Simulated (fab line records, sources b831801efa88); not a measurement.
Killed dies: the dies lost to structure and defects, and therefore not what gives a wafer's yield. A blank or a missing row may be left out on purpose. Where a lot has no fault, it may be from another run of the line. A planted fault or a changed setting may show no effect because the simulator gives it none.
A lot that was struck, set against a sound lot | flow sky130 | 16 out of 708 route steps
Sound: the wafers L753.1, L753.4, L753.6. The struck wafers were L760.1, L760.5. At the end, the cause is stated.
For every step that has rows: the tool of each side, followed by ch and its chambers, followed by its first start. Under that, the readings that differ: sound wafers | struck wafers | difference of the means | sigmas: that difference in standard deviations of wafers without a fault.
alike: readings whose means differ by less than 2 such deviations, and words and numbers that are the same on both sides. not compared: withheld readings, readings that some wafer has no value for, bounds like >300 that may hide the same value, and numbers for which the record gives no deviation and whose values overlap.
The two part at a step that has a row with sigmas, a row that says differs or no value, or rows on one side only. Non-overlapping numbers with no deviation appear without sigmas and do not part them. A reading that every wafer of one side lacks parts them only if that side has two wafers or more.

SKY_METAL5_SPUTTER_01: material TiN, target thk 20 nm, time 16.7 s.
  sound on pvdSputter-01, day 44 06:10; struck on pvdSputter-03, day 46 11:52
  alike: throttleValvePct
SKY_METAL5_SPUTTER_02: material AlCu, target thk 1150 nm, time 61.2 s.
  sound on pvdSputter-01, day 44 06:12; struck on pvdSputter-03, day 46 11:54
  alike: throttleValvePct
SKY_METAL5_SPUTTER_03: material Ti, target thk 5 nm, time 3.3 s.
  sound on pvdSputter-01, day 44 06:15; struck on pvdSputter-03, day 46 11:57
  alike: throttleValvePct
SKY_METAL5_SPUTTER_04: material TiN, target thk 70 nm, time 58.3 s.
  sound on pvdSputter-01, day 44 06:16; struck on pvdSputter-03, day 46 11:58
  alike: throttleValvePct
SKY_METAL5_RS_MEAS_05: measures by four-point-probe.
  sound on filmMetro-03, day 44 06:19; struck on filmMetro-04, day 46 12:01
  alike: METAL5_ALCU_RS
SKY_METAL5_THK_MEAS_06: measures by xrf.
  sound on filmMetro-03, day 44 06:26; struck on filmMetro-04, day 46 12:08
  alike: METAL5_ALCU_THK
then, 6 steps without rows for these wafers: SKY_METAL5_DEHYDRATE_07 (time 60 s); SKY_METAL5_HMDS_08 (prime time 60 s); SKY_METAL5_COAT_09 (resist thk 1800 nm); SKY_METAL5_SOFTBAKE_10 (time 60 s); SKY_METAL5_EXPOSE_11 (exposes mask MM5, target cd 1600 nm); SKY_METAL5_PEB_12.
SKY_METAL5_DEVELOP_13: develop time 60 s.
  sound on lithoTrack-04 ch 0, day 45 03:32; struck on lithoTrack-04 ch 0, day 47 07:59
SKY_METAL5_DESCUM_14: chemistry O2, time 11 s.
  sound on rieMetal-04 ch 0,1, day 45 03:41; struck on rieMetal-03 ch 0,1, day 47 08:08
reading                | sound          | struck    | difference | sigmas
model.METAL5.cdNm (nm) | 1596 1597 1598 | 1611 1613 | +15        | 
  alike: chamberPressureMTorr, drypumpMotorCurrentA, oesProductAu
  not compared: rfHoursCounterH
SKY_METAL5_METAL_ETCH_15: etches the open film in Cl2/BCl3, stops on SiO2, target depth 1260 nm, time 252 s.
  sound on rieMetal-04 ch 0,1, day 45 03:43; struck on rieMetal-03 ch 0,1, day 47 08:10
  alike: chamberPressureMTorr, drypumpMotorCurrentA, oesProductAu, throttleValvePct
  not compared: rfHoursCounterH
SKY_PAD_OPEN_PROBE_99:
  the record holds rows for the sound wafers here (prober-01, day 46 23:42) but none for the struck ones

== WHERE THEY PART ==
Only at SKY_PAD_OPEN_PROBE_99, as far as this record shows.

WHY: whatever the simulator had introduced
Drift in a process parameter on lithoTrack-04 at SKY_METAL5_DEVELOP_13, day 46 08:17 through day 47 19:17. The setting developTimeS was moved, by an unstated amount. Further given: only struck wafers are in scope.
